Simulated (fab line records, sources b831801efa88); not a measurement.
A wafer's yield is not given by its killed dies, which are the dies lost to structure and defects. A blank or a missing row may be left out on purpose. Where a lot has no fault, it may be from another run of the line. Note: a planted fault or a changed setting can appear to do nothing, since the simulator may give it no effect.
Problem report in the 8D (eight disciplines) form, filled by code ; flow sky130 ; the parts of the form that need people (team, actions taken, sign-off) are left out

## 1. THE PROBLEM
Mean of run_length_s at SKY_PASSIVATION_ETCH_11: 202.5 s across 4 wafers in 3 lots; on wafers with no fault it is 189.4 s (standard deviation 0.57). Relative to the usual mean, that is a shift of +23 standard deviations.
The step: etches the open film in CF4/O2, stops on AlCu, target depth 725 nm, time 161.1 s.
Earliest sighting: wafer L806.2 on rie_diel-02 at day 48 16:42. The record has a number at this step for 33 wafers belonging to 12 lots. The rule behind "out" and "out of limits": a value lying over 4 standard deviations away from the usual mean. Any other wafer with a number is counted as sound.

## 2. WHAT IT IS AND WHAT IT IS NOT
question;is;is not
which readings at this step;run_length_s, oes_product_au;bias_w, drypump_motor_current_A
which lots;L806, L808, L809;L792, L793, L794, L795, L799, L800, L810, L812, L813
which wafers of those lots;L806.2, L808.2, L808.4, L809.4;L806.1, L809.6
read on which tools;rie_diel-02;rie_diel-01, rie_diel-04
when;from day 48 16:42;"up to then (19 sound wafers); but 10 sound wafers of L809, L810, L812, L813 came after"

## 3. WHAT RULES OUT EACH SUSPECT
Counting: a tool at a process step up to the reading stays a suspect if it ran every lot that is out. Sound lots after the first of them don't rule it out here, since some wafers of a struck lot are sound.
- rie_diel-02 at SKY_PASSIVATION_ETCH_11 (etches the open film in CF4/O2, stops on AlCu, target depth 725 nm, time 161.1 s): kept. Ran every lot that is out, first one L806 (day 48 16:42); last sound lot up to then L800 (day 47 04:10). Its own readings are out on those wafers: oes_product_au, run_length_s.
Left after counting: rie_diel-02 at SKY_PASSIVATION_ETCH_11.

## 4. THE CAUSE (what the simulator had put in)
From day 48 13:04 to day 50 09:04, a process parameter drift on rie_diel-02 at SKY_PASSIVATION_ETCH_11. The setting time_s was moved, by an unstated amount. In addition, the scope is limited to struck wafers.
After counting, this tool was the only one left.

## 5. SEQUENCE OF EFFECTS, ordered by route
Rows list readings where the struck wafers' mean (over those with a number) sits beyond 3 standard deviations from the usual. Only readings whose record carries a usual standard deviation are examined. hours: median over the lots of the time between each lot's start at the first step of this table that gives one and its start at this step. sigmas: the change, counted in usual standard deviations.
hours;step;reading;usual;on struck wafers;change;sigmas
0;SKY_PASSIVATION_ETCH_11;oes_product_au;0.974 a.u.;0.931;-0.043;-6.1
0;SKY_PASSIVATION_ETCH_11;run_length_s;189.4 s;202.5;+13.1;+23
0;SKY_PASSIVATION_STRIP_12;strip_time_to_endpoint_s;31.50 s;31.05;-0.45;-4.5
Its process steps:
- SKY_PASSIVATION_ETCH_11: etches the open film in CF4/O2, stops on AlCu, target depth 725 nm, time 161.1 s.
- SKY_PASSIVATION_STRIP_12: strips in O2/N2.

## 6. HOW IT WOULD HAVE BEEN CAUGHT EARLIER
The fault began at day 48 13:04; the first out-of-limits reading in this record came at day 48 16:42, 4 hours later.
